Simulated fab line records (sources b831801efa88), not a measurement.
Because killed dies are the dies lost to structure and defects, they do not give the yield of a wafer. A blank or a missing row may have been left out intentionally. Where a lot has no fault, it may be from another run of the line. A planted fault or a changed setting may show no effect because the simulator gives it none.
A lot that was struck, set against a sound lot | flow sky130 | 17 steps out of a route of 708
Sound: wafers L897.2, L897.4, L897.6. Wafers L912.1, L912.5, L912.6 were the ones struck. Last of all comes the cause.
For every step that has rows: the tool of each side, followed by ch and its chambers, followed by its first start. Under that, the readings that differ: sound wafers | struck wafers | difference of the means | sigmas: that difference in standard deviations of wafers without a fault.
alike: readings with means less than 2 such deviations apart, plus words and numbers identical on both sides. not compared: withheld readings, readings lacking a value on some wafer, bounds such as >300 that could conceal the same value, and numbers that have no deviation in the record and whose values overlap.
Wherever a step has rows on one side only, a row that says differs or no value, or a row with sigmas, the two part there. Numbers that don't overlap but have no deviation are shown without sigmas and don't part them. A reading missing from all wafers of one side parts the sides only when that side holds two or more wafers.

first, 2 steps without rows for these wafers: SKY_NWELL_IMPLANT_12; SKY_NWELL_IMPLANT_13.
SKY_NWELL_STRIP_14: strips in O2/N2.
  sound on plasma-asher-01 ch 0,1, day 5 07:17; struck on plasma-asher-02 ch 0,1, day 9 04:08
  alike: drypump-motor-current-A, oes-product-au, strip-time-to-endpoint-s
  not compared: rf-hours-counter-h
SKY_NWELL_TW_MEAS_15:
  sound: film-metro-02 at day 5 07:23; struck: film-metro-02 at day 9 04:14
  alike: NWELL_TW
then, 7 steps without rows for these wafers: SKY_NWELL_DEHYDRATE_16 (time 60 s); SKY_NWELL_HMDS_17 (prime time 60 s); SKY_NWELL_COAT_18 (resist thk 3000 nm); SKY_NWELL_SOFTBAKE_19; SKY_NWELL_EXPOSE_20 (exposes mask NWM COMPLEMENT, target cd 840 nm); SKY_NWELL_PEB_21; SKY_NWELL_DEVELOP_22 (develop time 60 s).
SKY_NWELL_OVL_MEAS_23:
  sound: overlay-02 at day 6 01:56; struck: overlay-02 at day 10 01:27
  alike: NWELL_01_OVL
SKY_NWELL_IMPLANT_24:
  sound on implanter-02 ch 0, day 6 02:00; struck on implanter-02 ch 0, day 10 01:29
  reading            | sound                        | struck                       | difference | sigmas
  dose-ions-cm2      | 9.21e+12 9.217e+12 9.205e+12 | 4.473e+12 4.47e+12 4.466e+12 | -4.741e+12 | -99 or more
  faraday-current-uA | 52.1 49.8 51.4               | 25.5 25.0 25.2               | -25.9      | -26
SKY_NWELL_STRIP_25: strips in O2/N2.
  sound on plasma-asher-02 ch 1, day 6 02:07; struck on plasma-asher-03 ch 0,1, day 10 01:38
  alike: drypump-motor-current-A, oes-product-au, strip-time-to-endpoint-s
  not compared: rf-hours-counter-h
SKY_NWELL_TW_MEAS_26:
  sound: film-metro-04 at day 6 02:14; struck: film-metro-01 at day 10 01:44
  reading    | sound       | struck      | difference | sigmas
  NWELL_2_TW | 500 498 498 | 390 390 390 | -109       | -25
then, 1 step without rows for these wafers: SKY_NWELL_CLEAN_27 (cleans in SC1/SC2, time 150 s).
-- the record jumps here: 40 days lie between the struck wafers' starts before and after (it left off in module NWELL and takes up again in module PAD_OPEN, whose first step shown is number 708 of the route) --
SKY_PAD_OPEN_PROBE_99:
  sound: prober-01 at day 46 14:40; struck: prober-01 at day 50 02:25
  reading                                    | sound                         | struck                        | difference | sigmas
  model.etest.pfet_16v.r-on-ohm-um           | 1.542e+04 1.513e+04 1.55e+04  | 2.38e+04 2.336e+04 2.358e+04  | +8.23e+03  |
  model.etest.res-iso-pwell.rs-ohm-sq        | 3082 2909 3110                | 5593 5528 5551                | +2524      |
  model.etest.res-pwell-under-gate.rs-ohm-sq | 2282 2292 2283                | 3719 3716 3713                | +1430      |
  model.etest.res-iso-pwell.line-ohm-um      | 1150 1118 1186                | 2124 2132 2159                | +987       |
  model.etest.nfet_16v.r-on-ohm-um           | 1.391e+04 1.395e+04 1.399e+04 | 1.382e+04 1.377e+04 1.378e+04 | -1.600e+02 |
  model.etest.pfet_16v.drive-ua-um           | 241.9 240.9 239.7             | 137.5 140.9 139.4             | -101.6     |
  model.etest.tip_n_5v.rs-ohm-sq             | 1378 1385 1376                | 1336 1341 1334                | -43        |
  alike: killed_at_M0_to_M3, killed_at_M4_up, killed-at-contacts, killed-at-front-end, killed-at-other, killed-dies, killed-open, killed-short
  not compared: model.etest.res-pwell-under-gate.rs-ohm-sq-range

## WHERE THEY PART
First at SKY_NWELL_IMPLANT_24; last, within this record, at SKY_NWELL_TW_MEAS_26. Later steps at which nothing parts them and some readings are alike: SKY_PAD_OPEN_PROBE_99.

WHY: what had been put in by the simulator
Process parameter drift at SKY_NWELL_IMPLANT_24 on implanter-02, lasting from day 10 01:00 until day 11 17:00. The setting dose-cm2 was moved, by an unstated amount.
